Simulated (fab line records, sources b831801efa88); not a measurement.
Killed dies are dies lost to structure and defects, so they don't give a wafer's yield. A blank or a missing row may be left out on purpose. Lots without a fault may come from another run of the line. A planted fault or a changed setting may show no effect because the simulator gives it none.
Problem report in the 8D (eight disciplines) form, filled by code | flow sky130 | the parts of the form that need people (team, actions taken, sign-off) are left out

1. THE PROBLEM
dose_ions_cm2 at SKY_POLY_GATE_IMPLANT_02 reads a mean of 1.181e+16 on 6 wafers of 2 lots; wafers without a fault read 7.699e+15 with a standard deviation of 7.9e+12. That is +99 or more standard deviations from the usual mean.
First seen on wafer L307.1, day 18 17:40, on implanter-02. The record holds 36 wafers of 12 lots with a number at this step. Rule for "out", or "out of limits": more than 4 standard deviations from the usual mean. The other wafers with a number count as sound.

2. WHAT IT IS AND WHAT IT IS NOT
question                    | is                       | is not
which readings at this step | dose_ions_cm2, beam_on_s | beam_energy_keV, tilt_deg
which lots                  | L307, L308               | L297, L298, L300, L303, L314, L315, L316, L317, L318, L319
which wafers of those lots  | all that have a number   | -
read on which tools         | implanter-02             | implanter-03, implanter-04
when                        | from day 18 17:40        | up to then (12 sound wafers); but 18 sound wafers of L314, L315, L316, L317, L318, L319 came after

3. SUSPECTS, AND WHAT RULES EACH OUT
Counting: a tool at a process step up to the reading stays a suspect if it ran every lot that is out and no sound lot after the first of them.
- implanter-02 at SKY_POLY_GATE_IMPLANT_02: kept. It ran every lot that is out, first L307 (day 18 17:40), and no sound lot after that; its last sound lot up to then is L298 (day 15 08:10). Its own readings are out on those wafers: beam_on_s, dose_ions_cm2.
Left after counting: implanter-02 at SKY_POLY_GATE_IMPLANT_02.

4. THE CAUSE (what the simulator had put in)
Process parameter drift: implanter-02, from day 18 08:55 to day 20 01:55, at SKY_POLY_GATE_IMPLANT_02. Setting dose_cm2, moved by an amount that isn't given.
Counting left only this tool.

5. THE CHAIN OF EFFECTS, in route order
Each row: a reading whose mean over the struck wafers that have a number lies more than 3 standard deviations from the usual. Only readings for which the record gives a usual standard deviation are gone through. hours: the time from each lot's start at the first step in this table that gives one to its start at this step, as a median over the lots. sigmas: the change in usual standard deviations.
hours | step                     | reading                  | usual      | on struck wafers | change     | sigmas
0     | SKY_POLY_GATE_IMPLANT_02 | beam_on_s                | 36.4 s     | 54.6             | +18.2      | +11
0     | SKY_POLY_GATE_IMPLANT_02 | dose_ions_cm2            | 7.699e+15  | 1.181e+16        | +4.114e+15 | +99 or more
0     | SKY_RES_PROTECT_STRIP_07 | oes_product_au           | 0.518 a.u. | 0.500            | -0.018     | -3.8
0     | SKY_RES_PROTECT_STRIP_07 | strip_time_to_endpoint_s | 23.30 s    | 24.89            | +1.59      | +31
The process steps in it:
- SKY_POLY_GATE_IMPLANT_02
- SKY_RES_PROTECT_STRIP_07: strips in O2/N2.
Later measuring or inspecting steps at which every struck wafer that the step has a row for has a number for every such reading, and none has moved that far: SKY_POLY_GATE_THK_MEAS_04.

6. WHAT WOULD HAVE CAUGHT IT SOONER
In this record the first reading out of limits was taken at day 18 17:40, 9 hours after the fault began at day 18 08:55.
